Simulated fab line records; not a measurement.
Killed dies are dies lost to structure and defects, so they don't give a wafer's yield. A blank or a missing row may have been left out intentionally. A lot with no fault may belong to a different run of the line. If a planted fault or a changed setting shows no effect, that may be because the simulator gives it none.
Which tool is to blame? + flow sky130 + Sampling: 13 lots, 39 wafers, 4 of 708 route steps

== WHAT THE GAUGES SHOWED, per wafer ==
SKY_PASSIVATION_THK_MEAS_03. Usual: for PASSIVATION_CVD_02_THK the level is 540 nm and the standard deviation is 6.9.
| lot  | measured     | on            | PASSIVATION_CVD_02_THK (nm) | flag |
|------|--------------|---------------|-----------------------------|------|
| L820 | day 44 03:40 | film_metro-04 | 541 545 548                 |      |
| L821 | day 44 05:16 | film_metro-02 | 535 531 539                 |      |
| L825 | day 45 05:25 | film_metro-04 | 531 545 545                 |      |
| L826 | day 45 10:22 | film_metro-01 | 532 539 539                 |      |
| L828 | day 46 05:15 | film_metro-02 | 529 546 544                 |      |
| L830 | day 46 14:31 | film_metro-02 | 546 535 533                 |      |
| L829 | day 46 14:55 | film_metro-04 | 530 543 543                 |      |
| L831 | day 47 15:13 | film_metro-02 | 524 543 532                 |      |
| L833 | day 48 05:41 | film_metro-04 | 548 545 551                 |      |
| L835 | day 48 08:37 | film_metro-01 | 539 546 545                 |      |
| L836 | day 48 11:07 | film_metro-01 | 535 541 536                 |      |
| L841 | day 49 01:52 | film_metro-04 | 540 547 540                 |      |
| L843 | day 49 20:12 | film_metro-01 | 543 537 546                 |      |

== TOOL THAT RAN EACH LOT (tool first, then ch and the chambers of the sampled wafers, then the start) ==
| lot  | SKY_METAL5_SPUTTER_00        | SKY_METAL5_DESCUM_14              | SKY_METAL5_CLEAN_19             |
|------|------------------------------|-----------------------------------|---------------------------------|
| L820 | pvd_sputter-02, day 43 03:37 | rie_metal-02 ch 0,1, day 44 02:27 | wet_bench-02 ch 2, day 44 03:15 |
| L821 | pvd_sputter-01, day 43 04:38 | rie_metal-03 ch 0,1, day 44 04:05 | wet_bench-04 ch 2, day 44 04:52 |
| L825 | pvd_sputter-04, day 44 06:29 | rie_metal-03 ch 0,1, day 45 04:14 | wet_bench-03 ch 1, day 45 05:01 |
| L826 | pvd_sputter-02, day 44 11:14 | rie_metal-02 ch 1, day 45 08:53   | wet_bench-04 ch 1, day 45 09:58 |
| L828 | pvd_sputter-01, day 45 07:10 | rie_metal-03 ch 0,1, day 46 04:05 | wet_bench-04 ch 2, day 46 04:51 |
| L830 | pvd_sputter-02, day 45 16:50 | rie_metal-02 ch 0,1, day 46 13:03 | wet_bench-03 ch 0, day 46 13:58 |
| L829 | pvd_sputter-04, day 45 17:37 | rie_metal-01 ch 0,1, day 46 13:41 | wet_bench-02 ch 0, day 46 14:31 |
| L831 | pvd_sputter-02, day 46 18:40 | rie_metal-01 ch 1, day 47 13:54   | wet_bench-02 ch 3, day 47 14:42 |
| L833 | pvd_sputter-01, day 47 08:12 | rie_metal-02 ch 0,1, day 48 04:31 | wet_bench-02 ch 3, day 48 05:16 |
| L835 | pvd_sputter-02, day 47 11:56 | rie_metal-02 ch 0,1, day 48 07:23 | wet_bench-04 ch 2, day 48 08:12 |
| L836 | pvd_sputter-01, day 47 14:53 | rie_metal-02 ch 0,1, day 48 09:56 | wet_bench-02 ch 2, day 48 10:42 |
| L841 | pvd_sputter-01, day 48 05:38 | rie_metal-03 ch 0,1, day 49 00:41 | wet_bench-03 ch 0, day 49 01:27 |
| L843 | pvd_sputter-04, day 49 01:23 | rie_metal-01 ch 0,1, day 49 18:55 | wet_bench-03 ch 2, day 49 19:40 |
- SKY_METAL5_SPUTTER_00: material Ti, target thk 15 nm, time 10 s.
- SKY_METAL5_DESCUM_14: chemistry O2, time 11 s.
- SKY_METAL5_CLEAN_19: cleans in O3/DIW.

== WHAT THE TOOLS THEMSELVES READ (means of the sampled wafers that have a number; where no wafer has one, the mark that the record gives instead) ==
SKY_METAL5_SPUTTER_00. Usual: throttle_valve_pct reads 29.3 % (standard deviation 1.1).
| lot  | tool           | throttle_valve_pct (%) | flag |
|------|----------------|------------------------|------|
| L820 | pvd_sputter-02 | 30.1                   |      |
| L821 | pvd_sputter-01 | 29.7                   |      |
| L825 | pvd_sputter-04 | 28.3                   |      |
| L826 | pvd_sputter-02 | 30.3                   |      |
| L828 | pvd_sputter-01 | 29.3                   |      |
| L830 | pvd_sputter-02 | 30.0                   |      |
| L829 | pvd_sputter-04 | 28.8                   |      |
| L831 | pvd_sputter-02 | 29.2                   |      |
| L833 | pvd_sputter-01 | 28.7                   |      |
| L835 | pvd_sputter-02 | 30.0                   |      |
| L836 | pvd_sputter-01 | 29.2                   |      |
| L841 | pvd_sputter-01 | 28.7                   |      |
| L843 | pvd_sputter-04 | 29.4                   |      |

SKY_METAL5_DESCUM_14. Usual: drypump_motor_current_A 5.5 A, standard deviation 0.44; oes_product_au 1.007 a.u., standard deviation 0.0073.
| lot  | tool         | drypump_motor_current_A (A) | oes_product_au (a.u.) | flag |
|------|--------------|-----------------------------|-----------------------|------|
| L820 | rie_metal-02 | 5.8                         | 1.004                 |      |
| L821 | rie_metal-03 | 5.5                         | 1.009                 |      |
| L825 | rie_metal-03 | 5.2                         | 1.010                 |      |
| L826 | rie_metal-02 | 5.7                         | 1.018                 |      |
| L828 | rie_metal-03 | 5.2                         | 1.008                 |      |
| L830 | rie_metal-02 | 5.9                         | 1.007                 |      |
| L829 | rie_metal-01 | 5.4                         | 1.004                 |      |
| L831 | rie_metal-01 | 5.1                         | 1.007                 |      |
| L833 | rie_metal-02 | 5.9                         | 1.012                 |      |
| L835 | rie_metal-02 | 6.0                         | 1.013                 |      |
| L836 | rie_metal-02 | 6.0                         | 1.002                 |      |
| L841 | rie_metal-03 | 5.2                         | 1.010                 |      |
| L843 | rie_metal-01 | 5.2                         | 1.000                 |      |

== THE ANSWER, worked out from the rows above alone ==
Rule: take the mean of a lot's wafers that have a number; if it is more than 3 standard deviations from the usual mean, the lot is off. A lot without any number at a reading at which 4 lots or more have one is off too. All remaining lots with rows at the step are treated as sound. After the gauges, taken in route order, come the tools' own readings; for these a lot's mean is taken, as printed above. The first step at which some lot is off is used, and at that step the reading that is off furthest; a lot without a number counts as furthest.
None of the lots is off at any reading shown; this tells nothing.

== WHAT HAD BEEN PUT IN BY THE SIMULATOR ==
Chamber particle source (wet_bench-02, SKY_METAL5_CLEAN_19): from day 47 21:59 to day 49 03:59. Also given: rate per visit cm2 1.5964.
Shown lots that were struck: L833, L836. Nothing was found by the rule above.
